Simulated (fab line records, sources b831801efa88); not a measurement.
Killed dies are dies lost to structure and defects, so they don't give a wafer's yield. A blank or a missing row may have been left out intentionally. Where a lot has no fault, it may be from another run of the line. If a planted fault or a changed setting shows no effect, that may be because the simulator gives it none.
fab line records	flow sky130	part 1 of 2: steps 1 to 23 of 33
record lots=5	wafers=15	last-day=50
route steps=708 shown POLY_CUT@317 SD_P@320 RES_XHIGH@332 SD_N@342
lots untouched by any fault: they come from a run of this same line in which no faults occurred
start-h: start of the lot's first displayed wafer, in hours after the record's first day	wait-h: hours since the lot's step before	" identical to the entry in the row above	L1.1+2: a single row standing in for several wafers	- either no value or no given start	* or withheld: withheld	< > ~ a bound
route shown NAME@n: NAME is a module with steps in the file, n the number in the route of the first one	usual: the fault-free wafers' mean and standard deviation	same: alike in all rows	chamber/n: place in a boat	sites: the reading at each site	_std_site: the standard deviation of these	_edge_site: inner sites' mean taken away from outer sites' mean	radius-mm: for every site, how far away it sits from the centre of the wafer	mask NAME#n: copy n	behind: the most recent tool/chamber to have shaped the wafer	hold: what put the lot on hold/how long, in hours/how the hold closed	device: the transistor (n, p or np) that didn't switch	end of line: the route-end tests of the same wafers	a step given without rows: its recipe and nothing more	killed: at the first sort, the dies lost to defects and structure; wafer yield is something else	map: per-die view of a wafer (x killed, . not killed, _ where there is no die)
set.NAME: setting as actually run; set.NAME@STEP: the setting as run at that earlier step	model.NAME: the simulator's own value behind a step, which no gauge read
certain route steps with their lots: each step a table, each wafer a row
services: from which hour (start-h, from the record's first day; less than 0 if before it) a tool's chamber was out of use, for how many hours, and why
## steps
# step SKY_POLY_CUT_ETCH_10
# recipe chemistry=N2/H2	target=BARC	ion-energy-ev=200	source-w=500	bias-w=100	pressure-mtorr=30	n2-flow-sccm=100	h2-flow-sccm=200	stop-on=SiO2	time-s=45.9	target-depth-a=600
# usual chamber-pressure-mTorr=29.997/0.029	drypump-motor-current-A=5.8/0.41	oes-product-au=0.854/0.0046	throttle-valve-pct=13.226/0.0097
lot.wafer	tool	chamber	start-h	wait-h	chamber-pressure-mTorr	drypump-motor-current-A	oes-product-au	rf-hours-counter-h	throttle-valve-pct
L075.2	rie-diel-01	2	588.85	0.0	29.994	5.3	0.856	34	13.243
L075.4	"	3	"	"	29.979	5.7	0.855	17	13.222
L075.6	"	2	"	"	29.981	5.3	0.854	-	13.216
L082.2	rie-diel-04	1	643.41	0.0	29.953	5.8	0.850	0	13.240
L082.4	"	0	"	"	29.957	5.5	0.858	37	13.220
L082.5	"	2	"	"	29.958	5.5	0.854	-	13.196
L088.2	rie-diel-01	3	697.39	0.0	29.929	5.7	0.852	19	13.228
L088.3	"	1	"	"	30.029	5.6	0.854	7	13.236
L088.5	"	3	"	"	29.975	5.7	0.857	-	13.226
L090.2	rie-diel-02	3	701.61	0.0	30.001	5.6	0.861	4	13.222
L090.5	"	0	"	"	29.988	5.7	0.851	-	13.230
L090.6	"	3	"	"	29.987	5.6	0.862	-	13.216
L094.2	rie-diel-01	1	735.31	0.0	29.987	5.6	0.851	8	13.224
L094.4	"	1	"	"	29.971	5.6	0.856	-	13.216
L094.6	"	2	"	"	29.969	5.3	0.851	-	13.216
# step SKY_POLY_CUT_ETCH_11
# recipe target=Si3N4	chemistry=CF4/CH2F2/Ar	stop-on=poly-Si	source-w=600	bias-w=150	pressure-mtorr=40	cf4-flow-sccm=40	ch2f2-flow-sccm=20	Ar_flow_sccm=150	time-s=42.5	target-depth-a=600
# usual ch2f2-flow-sccm=19.99/0.062	chamber-pressure-mTorr=40.00/0.038	drypump-motor-current-A=5.8/0.42	oes-product-au=0.829/0.006	throttle-valve-pct=14.993/0.009
lot.wafer	tool	chamber	start-h	wait-h	ch2f2-flow-sccm	chamber-pressure-mTorr	drypump-motor-current-A	oes-product-au	rf-hours-counter-h	throttle-valve-pct
L075.2	rie-diel-01	2	588.90	0.0	20.02	40.03	5.3	0.829	34	14.992
L075.4	"	3	"	"	19.91	39.97	5.7	0.832	17	15.003
L075.6	"	2	"	"	20.01	39.98	5.3	0.831	-	15.008
L082.2	rie-diel-04	1	643.45	0.0	19.97	39.97	5.7	0.836	0	14.989
L082.4	"	0	"	"	19.92	39.97	5.5	0.829	37	14.989
L082.5	"	2	"	"	20.05	40.04	5.5	0.828	-	15.005
L088.2	rie-diel-01	3	697.43	0.0	19.94	39.96	5.7	0.825	19	14.993
L088.3	"	1	"	"	19.93	40.00	5.6	0.827	7	15.016
L088.5	"	3	"	"	19.94	39.99	5.7	0.826	-	14.992
L090.2	rie-diel-02	3	701.65	0.0	19.97	40.02	5.5	0.827	4	14.976
L090.5	"	0	"	"	20.00	39.93	5.7	0.830	-	14.992
L090.6	"	3	"	"	19.99	39.99	5.6	0.821	-	14.992
L094.2	rie-diel-01	1	735.35	0.0	19.94	40.10	5.6	0.833	8	14.981
L094.4	"	1	"	"	20.03	40.02	5.6	0.823	-	14.995
L094.6	"	2	"	"	19.97	39.99	5.3	0.829	-	14.973
# step SKY_POLY_CUT_STRIP_12
# recipe chemistry=O2/N2	power-w=1400	pressure-mtorr=1500	platen-temp-c=withheld	o2-flow-sccm=3000	n2-flow-sccm=300	overash-fraction=0.5
# usual chamber-pressure-mTorr=1500.1/1.4	drypump-motor-current-A=5.6/0.43	oes-product-au=0.455/0.0049	strip-time-to-endpoint-s=5.415/0.018
lot.wafer	tool	chamber	start-h	wait-h	chamber-pressure-mTorr	drypump-motor-current-A	oes-product-au	rf-hours-counter-h	strip-time-to-endpoint-s
L075.2	plasma-asher-04	1	588.94	0.0	1501.6	5.7	0.450	16	5.419
L075.4	"	0	"	"	1502.3	6.2	0.452	-	5.398
L075.6	"	1	"	"	1500.7	5.7	0.454	-	5.401
L082.2	plasma-asher-02	0	643.49	0.0	1497.8	5.7	0.454	47	5.373
L082.4	"	1	"	"	1499.5	6.3	0.454	-	5.407
L082.5	"	0	"	"	1500.7	5.7	0.454	-	5.394
L088.2	plasma-asher-04	1	697.47	0.0	1502.6	5.7	0.452	26	5.426
L088.3	"	1	"	"	1501.9	5.7	0.446	-	5.407
L088.5	"	1	"	"	1500.9	5.7	0.455	-	5.414
L090.2	plasma-asher-01	0	701.69	0.0	1502.0	5.0	0.457	101	5.423
L090.5	"	1	"	"	1498.4	5.7	0.448	-	5.406
L090.6	"	0	"	"	1501.0	5.0	0.451	-	5.446
L094.2	plasma-asher-04	1	735.39	0.0	1500.4	5.7	0.463	31	5.405
L094.4	"	1	"	"	1501.1	5.7	0.456	-	5.421
L094.6	"	0	"	"	1503.6	6.2	0.455	-	5.418
# step SKY_SD_P_DEHYDRATE_00
# recipe temp-c=200	time-s=60
# usual resist-line-temp-C=22.99/0.11
lot.wafer	tool	chamber	start-h	wait-h	resist-line-temp-C
L075.2	litho-track-01	0	603.32	14.4	22.79
L075.4	"	0	"	"	22.85
L075.6	"	0	"	"	22.92
L082.2	litho-track-04	0	657.68	14.2	23.00
L082.4	"	0	"	"	22.98
L082.5	"	0	"	"	22.86
L088.2	litho-track-01	0	711.27	13.8	22.94
L088.3	"	0	"	"	23.19
L088.5	"	0	"	"	23.00
L090.2	litho-track-04	0	715.08	13.4	22.96
L090.5	"	0	"	"	23.13
L090.6	"	0	"	"	22.89
L094.2	litho-track-04	0	748.98	13.6	23.14
L094.4	"	0	"	"	23.09
L094.6	"	0	"	"	23.16
# step SKY_SD_P_HMDS_01
# recipe prime-time-s=60	prime-temp-c=120
# usual resist-line-temp-C=22.98/0.096
lot.wafer	tool	chamber	start-h	wait-h	resist-line-temp-C
L075.2	litho-track-01	0	603.47	0.1	22.89
L075.4	"	0	"	"	23.01
L075.6	"	0	"	"	22.97
L082.2	litho-track-04	0	657.83	0.1	23.05
L082.4	"	0	"	"	22.83
L082.5	"	0	"	"	23.10
L088.2	litho-track-01	0	711.42	0.1	22.80
L088.3	"	0	"	"	22.84
L088.5	"	0	"	"	22.88
L090.2	litho-track-04	0	715.23	0.1	22.91
L090.5	"	0	"	"	22.90
L090.6	"	0	"	"	22.97
L094.2	litho-track-04	0	749.13	0.1	23.01
L094.4	"	0	"	"	22.94
L094.6	"	0	"	"	23.02
# step SKY_SD_P_COAT_02
# recipe resist=NOVOLAK	spin-rpm=3000	resist-thk-nm=1140
# usual resist-line-temp-C=23.04/0.099
lot.wafer	tool	chamber	start-h	wait-h	resist-line-temp-C
L075.2	litho-track-01	0	603.62	0.1	23.12
L075.4	"	0	"	"	22.96
L075.6	"	0	"	"	22.98
L082.2	litho-track-04	0	657.98	0.1	23.05
L082.4	"	0	"	"	23.15
L082.5	"	0	"	"	23.08
L088.2	litho-track-01	0	711.57	0.1	23.06
L088.3	"	0	"	"	23.11
L088.5	"	0	"	"	22.93
L090.2	litho-track-04	0	715.38	0.1	23.12
L090.5	"	0	"	"	23.09
L090.6	"	0	"	"	23.15
L094.2	litho-track-04	0	749.28	0.1	23.00
L094.4	"	0	"	"	22.99
L094.6	"	0	"	"	22.92
# step SKY_SD_P_SOFTBAKE_03
# recipe temp-c=90	time-s=60	resist=NOVOLAK
# usual resist-line-temp-C=22.97/0.11
lot.wafer	tool	chamber	start-h	wait-h	resist-line-temp-C
L075.2	litho-track-01	0	603.77	0.1	22.92
L075.4	"	0	"	"	22.83
L075.6	"	0	"	"	22.87
L082.2	litho-track-04	0	658.13	0.1	23.08
L082.4	"	0	"	"	22.94
L082.5	"	0	"	"	23.03
L088.2	litho-track-01	0	711.72	0.1	22.95
L088.3	"	0	"	"	22.99
L088.5	"	0	"	"	23.08
L090.2	litho-track-04	0	715.53	0.1	23.12
L090.5	"	0	"	"	23.25
L090.6	"	0	"	"	23.21
L094.2	litho-track-04	0	749.43	0.1	22.98
L094.4	"	0	"	"	23.09
L094.6	"	0	"	"	23.04
# step SKY_SD_P_EXPOSE_04
# recipe mask-id=PSDM	na=0.6	source-shape=conventional	sigma-outer=0.6	polarization=unpolarized	target-cd-nm=380	dose-mj=138
# same na=0.6	sigma-outer=0.6
lot.wafer	tool	chamber	start-h	wait-h	mask
L075.2+4+6	iline-stepper-02	0	-	-	PSDM#0
L082.2+4+5	iline-stepper-02	0	-	-	PSDM#0
L088.2+3+5	iline-stepper-02	0	-	-	PSDM#0
L090.2+5+6	iline-stepper-02	0	-	-	PSDM#0
L094.2+4+6	iline-stepper-02	0	-	-	PSDM#0
# step SKY_SD_P_PEB_05
# recipe temp-c=withheld	time-s=*	resist=NOVOLAK
# usual resist-line-temp-C=*
lot.wafer	tool	chamber	start-h	wait-h	resist-line-temp-C
L075.2	litho-track-04	0	-	-	*
L075.4	"	0	"	"	*
L075.6	"	0	"	"	*
L082.2	litho-track-01	0	-	-	*
L082.4	"	0	"	"	*
L082.5	"	0	"	"	*
L088.2	litho-track-03	0	-	-	*
L088.3	"	0	"	"	*
L088.5	"	0	"	"	*
L090.2	litho-track-03	0	-	-	*
L090.5	"	0	"	"	*
L090.6	"	0	"	"	*
L094.2	litho-track-04	0	-	-	*
L094.4	"	0	"	"	*
L094.6	"	0	"	"	*
# step SKY_SD_P_DEVELOP_06
# recipe resist=NOVOLAK	developer=TMAH	develop-time-s=60	dev-temp-c=23
# usual resist-line-temp-C=23.00/0.1
lot.wafer	tool	chamber	start-h	wait-h	resist-line-temp-C
L075.2	litho-track-04	0	618.63	0.1	22.80
L075.4	"	0	"	"	22.90
L075.6	"	0	"	"	23.03
L082.2	litho-track-01	0	672.47	0.1	22.89
L082.4	"	0	"	"	22.93
L082.5	"	0	"	"	23.08
L088.2	litho-track-03	0	725.32	0.1	23.06
L088.3	"	0	"	"	22.80
L088.5	"	0	"	"	22.99
L090.2	litho-track-03	0	729.82	0.1	22.96
L090.5	"	0	"	"	22.96
L090.6	"	0	"	"	22.98
L094.2	litho-track-04	0	763.33	0.1	23.17
L094.4	"	0	"	"	23.25
L094.6	"	0	"	"	23.00
# step SKY_SD_P_CD_MEAS_07
# recipe target-cd-nm=380
# usual cd-nm=380.5/2.3
lot.wafer	tool	chamber	start-h	wait-h	cd-nm
L075.2	cd-sem-02	-	618.77	0.1	382.8
L075.4	"	-	"	"	383.4
L075.6	"	-	"	"	384.8
L082.2	cd-sem-01	-	672.62	0.1	377.2
L082.4	"	-	"	"	377.2
L082.5	"	-	"	"	377.9
L088.2	cd-sem-01	-	725.47	0.1	380.7
L088.3	"	-	"	"	381.6
L088.5	"	-	"	"	382.1
L090.2	cd-sem-02	-	729.97	0.1	379.3
L090.5	"	-	"	"	380.1
L090.6	"	-	"	"	379.5
L094.2	cd-sem-01	-	763.47	0.1	382.8
L094.4	"	-	"	"	383.5
L094.6	"	-	"	"	382.5
# step SKY_SD_P_OVL_MEAS_08
# usual SD_P_OVL=0.9/1.6
lot.wafer	tool	chamber	start-h	wait-h	SD_P_OVL[nm]
L075.2	overlay-02	-	618.88	0.1	2.1
L075.4	"	-	"	"	2.8
L075.6	"	-	"	"	2.8
L082.2	overlay-01	-	672.72	0.1	1.7
L082.4	"	-	"	"	1.7
L082.5	"	-	"	"	2.0
L088.2	overlay-02	-	725.57	0.1	-1.0
L088.3	"	-	"	"	-1.5
L088.5	"	-	"	"	-2.5
L090.2	overlay-01	-	730.07	0.1	0.5
L090.5	"	-	"	"	1.4
L090.6	"	-	"	"	0.2
L094.2	overlay-02	-	763.58	0.1	-1.0
L094.4	"	-	"	"	0.3
L094.6	"	-	"	"	-0.2
# step SKY_SD_P_IMPLANT_09
# recipe species=BF2	energy-kev=20	dose-cm2=3e+15	tilt-deg=0
# usual tilt-deg=0.004/0.02
lot.wafer	tool	chamber	start-h	wait-h	tilt-deg
L075.2	implanter-04	0	618.93	0.0	0.024
L075.4	"	0	"	"	0.004
L075.6	"	0	"	"	-0.015
L082.2	implanter-04	0	672.78	0.0	-0.015
L082.4	"	0	"	"	0.011
L082.5	"	0	"	"	-0.002
L088.2	implanter-02	0	725.63	0.0	0.002
L088.3	"	0	"	"	0.026
L088.5	"	0	"	"	0.011
L090.2	implanter-04	0	730.13	0.0	0.024
L090.5	"	0	"	"	-0.008
L090.6	"	0	"	"	-0.020
L094.2	implanter-03	0	763.63	0.0	0.025
L094.4	"	0	"	"	-0.007
L094.6	"	0	"	"	0.036
# step SKY_SD_P_STRIP_10
# recipe chemistry=O2/N2	power-w=1400	pressure-mtorr=1500	platen-temp-c=withheld	o2-flow-sccm=3000	n2-flow-sccm=300	overash-fraction=0.5
# usual chamber-pressure-mTorr=1500.0/1.3	drypump-motor-current-A=5.7/0.38	oes-product-au=0.617/0.0039	strip-time-to-endpoint-s=17.49/0.044
lot.wafer	tool	chamber	start-h	wait-h	chamber-pressure-mTorr	drypump-motor-current-A	oes-product-au	rf-hours-counter-h	strip-time-to-endpoint-s
L075.2	plasma-asher-02	0	619.06	0.1	1500.6	5.7	0.614	44	17.56
L075.4	"	1	"	"	1499.2	6.3	0.617	-	17.52
L075.6	"	0	"	"	1501.7	5.7	0.626	-	17.53
L082.2	plasma-asher-03	0	672.90	0.1	1498.7	5.7	0.620	86	17.48
L082.4	"	1	"	"	1499.7	5.6	0.621	-	17.49
L082.5	"	0	"	"	1501.4	5.7	0.612	-	17.50
L088.2	plasma-asher-01	1	725.75	0.1	1498.8	5.7	0.620	104	17.48
L088.3	"	0	"	"	1496.7	5.0	0.615	-	17.46
L088.5	"	0	"	"	1502.6	5.0	0.616	-	17.45
L090.2	plasma-asher-03	1	730.25	0.1	1500.6	5.6	0.616	92	17.52
L090.5	"	0	"	"	1500.0	5.7	0.617	-	17.50
L090.6	"	1	"	"	1500.6	5.6	0.612	-	17.50
L094.2	plasma-asher-01	1	763.76	0.1	1500.6	5.7	0.622	2	17.53
L094.4	"	1	"	"	1500.2	5.7	0.614	-	17.52
L094.6	"	0	"	"	1499.6	5.0	0.617	-	17.56
# step SKY_SD_P_TW_MEAS_11
# usual SD_P_TW=2815/19
lot.wafer	tool	chamber	start-h	wait-h	SD_P_TW
L075.2	film-metro-03	-	619.17	0.1	2805
L075.4	"	-	"	"	2796
L075.6	"	-	"	"	2797
L082.2	film-metro-04	-	673.01	0.1	2839
L082.4	"	-	"	"	2831
L082.5	"	-	"	"	2834
L088.2	film-metro-04	-	725.86	0.1	2814
L088.3	"	-	"	"	2831
L088.5	"	-	"	"	2814
L090.2	film-metro-02	-	730.36	0.1	2861
L090.5	"	-	"	"	2863
L090.6	"	-	"	"	2851
L094.2	film-metro-04	-	763.87	0.1	2833
L094.4	"	-	"	"	2832
L094.6	"	-	"	"	2827
# step SKY_RES_XHIGH_DEHYDRATE_00
# recipe temp-c=200	time-s=60
# usual resist-line-temp-C=22.99/0.097
lot.wafer	tool	chamber	start-h	wait-h	resist-line-temp-C
L075.2	litho-track-01	0	633.42	14.2	23.06
L075.4	"	0	"	"	22.86
L075.6	"	0	"	"	22.77
L082.2	litho-track-01	0	686.47	13.4	22.78
L082.4	"	0	"	"	22.90
L082.5	"	0	"	"	22.93
L088.2	litho-track-01	0	739.07	13.2	22.96
L088.3	"	0	"	"	23.13
L088.5	"	0	"	"	22.88
L090.2	litho-track-01	0	743.42	13.0	22.93
L090.5	"	0	"	"	22.97
L090.6	"	0	"	"	23.17
L094.2	litho-track-02	0	776.75	12.9	22.88
L094.4	"	0	"	"	22.98
L094.6	"	0	"	"	22.95
# step SKY_RES_XHIGH_HMDS_01
# recipe prime-time-s=60	prime-temp-c=120
# usual resist-line-temp-C=23.01/0.11
lot.wafer	tool	chamber	start-h	wait-h	resist-line-temp-C
L075.2	litho-track-01	0	633.57	0.1	22.98
L075.4	"	0	"	"	23.06
L075.6	"	0	"	"	23.01
L082.2	litho-track-01	0	686.62	0.1	22.94
L082.4	"	0	"	"	22.93
L082.5	"	0	"	"	23.11
L088.2	litho-track-01	0	739.22	0.1	22.85
L088.3	"	0	"	"	22.84
L088.5	"	0	"	"	22.91
L090.2	litho-track-01	0	743.57	0.1	23.03
L090.5	"	0	"	"	23.03
L090.6	"	0	"	"	23.19
L094.2	litho-track-02	0	776.90	0.1	23.10
L094.4	"	0	"	"	23.12
L094.6	"	0	"	"	23.11
# step SKY_RES_XHIGH_COAT_02
# recipe resist=NOVOLAK	spin-rpm=3000	resist-thk-nm=1140
# usual resist-line-temp-C=23.00/0.095
lot.wafer	tool	chamber	start-h	wait-h	resist-line-temp-C
L075.2	litho-track-01	0	633.72	0.1	22.83
L075.4	"	0	"	"	23.02
L075.6	"	0	"	"	22.98
L082.2	litho-track-01	0	686.77	0.1	23.15
L082.4	"	0	"	"	23.03
L082.5	"	0	"	"	23.00
L088.2	litho-track-01	0	739.37	0.1	23.08
L088.3	"	0	"	"	22.87
L088.5	"	0	"	"	23.01
L090.2	litho-track-01	0	743.72	0.1	22.97
L090.5	"	0	"	"	23.05
L090.6	"	0	"	"	23.00
L094.2	litho-track-02	0	777.05	0.1	23.08
L094.4	"	0	"	"	22.91
L094.6	"	0	"	"	22.93
# step SKY_RES_XHIGH_SOFTBAKE_03
# recipe temp-c=90	time-s=60	resist=NOVOLAK
# usual resist-line-temp-C=23.01/0.11
lot.wafer	tool	chamber	start-h	wait-h	resist-line-temp-C
L075.2	litho-track-01	0	633.87	0.1	23.11
L075.4	"	0	"	"	23.03
L075.6	"	0	"	"	23.04
L082.2	litho-track-01	0	686.92	0.1	23.12
L082.4	"	0	"	"	23.06
L082.5	"	0	"	"	23.11
L088.2	litho-track-01	0	739.52	0.1	22.92
L088.3	"	0	"	"	22.91
L088.5	"	0	"	"	22.98
L090.2	litho-track-01	0	743.87	0.1	23.18
L090.5	"	0	"	"	23.12
L090.6	"	0	"	"	23.05
L094.2	litho-track-02	0	777.20	0.1	22.89
L094.4	"	0	"	"	23.07
L094.6	"	0	"	"	22.81
# step SKY_RES_XHIGH_EXPOSE_04
# recipe mask-id=URPM	na=0.6	source-shape=conventional	sigma-outer=0.6	polarization=unpolarized	target-cd-nm=1270	dose-mj=140
# same na=0.6	sigma-outer=0.6
lot.wafer	tool	chamber	start-h	wait-h	mask
L075.2+4+6	iline-stepper-02	0	-	-	URPM#0
L082.2+4+5	iline-stepper-02	0	-	-	URPM#0
L088.2+3+5	iline-stepper-01	0	-	-	URPM#0
L090.2+5+6	iline-stepper-02	0	-	-	URPM#0
L094.2+4+6	iline-stepper-02	0	-	-	URPM#0
# step SKY_RES_XHIGH_PEB_05
# recipe temp-c=withheld	time-s=*	resist=NOVOLAK
# usual resist-line-temp-C=*
lot.wafer	tool	chamber	start-h	wait-h	resist-line-temp-C
L075.2	litho-track-01	0	-	-	*
L075.4	"	0	"	"	*
L075.6	"	0	"	"	*
L082.2	litho-track-02	0	-	-	*
L082.4	"	0	"	"	*
L082.5	"	0	"	"	*
L088.2	litho-track-01	0	-	-	*
L088.3	"	0	"	"	*
L088.5	"	0	"	"	*
L090.2	litho-track-01	0	-	-	*
L090.5	"	0	"	"	*
L090.6	"	0	"	"	*
L094.2	litho-track-03	0	-	-	*
L094.4	"	0	"	"	*
L094.6	"	0	"	"	*
# step SKY_RES_XHIGH_DEVELOP_06
# recipe resist=NOVOLAK	developer=TMAH	develop-time-s=60	dev-temp-c=23
# usual resist-line-temp-C=22.99/0.1
lot.wafer	tool	chamber	start-h	wait-h	resist-line-temp-C
L075.2	litho-track-01	0	647.87	0.1	23.14
L075.4	"	0	"	"	23.14
L075.6	"	0	"	"	23.06
L082.2	litho-track-02	0	700.90	0.1	23.00
L082.4	"	0	"	"	22.86
L082.5	"	0	"	"	23.01
L088.2	litho-track-01	0	753.02	0.1	23.25
L088.3	"	0	"	"	23.03
L088.5	"	0	"	"	22.98
L090.2	litho-track-01	0	757.52	0.1	22.97
L090.5	"	0	"	"	23.04
L090.6	"	0	"	"	22.95
L094.2	litho-track-03	0	790.37	0.1	22.93
L094.4	"	0	"	"	22.97
L094.6	"	0	"	"	23.09
# step SKY_RES_XHIGH_IMPLANT_07
# recipe species=BF2	energy-kev=20	dose-cm2=3.6e+14	tilt-deg=0
# usual tilt-deg=0.001/0.021
lot.wafer	tool	chamber	start-h	wait-h	tilt-deg
L075.2	implanter-04	0	648.02	0.1	-0.026
L075.4	"	0	"	"	0.008
L075.6	"	0	"	"	-0.049
L082.2	implanter-01	0	701.05	0.1	0.028
L082.4	"	0	"	"	0.004
L082.5	"	0	"	"	0.007
L088.2	implanter-02	0	753.17	0.1	0.002
L088.3	"	0	"	"	0.003
L088.5	"	0	"	"	0.007
L090.2	implanter-04	0	757.67	0.1	-0.029
L090.5	"	0	"	"	-0.004
L090.6	"	0	"	"	-0.006
L094.2	implanter-01	0	790.52	0.1	0.058
L094.4	"	0	"	"	-0.001
L094.6	"	0	"	"	0.006
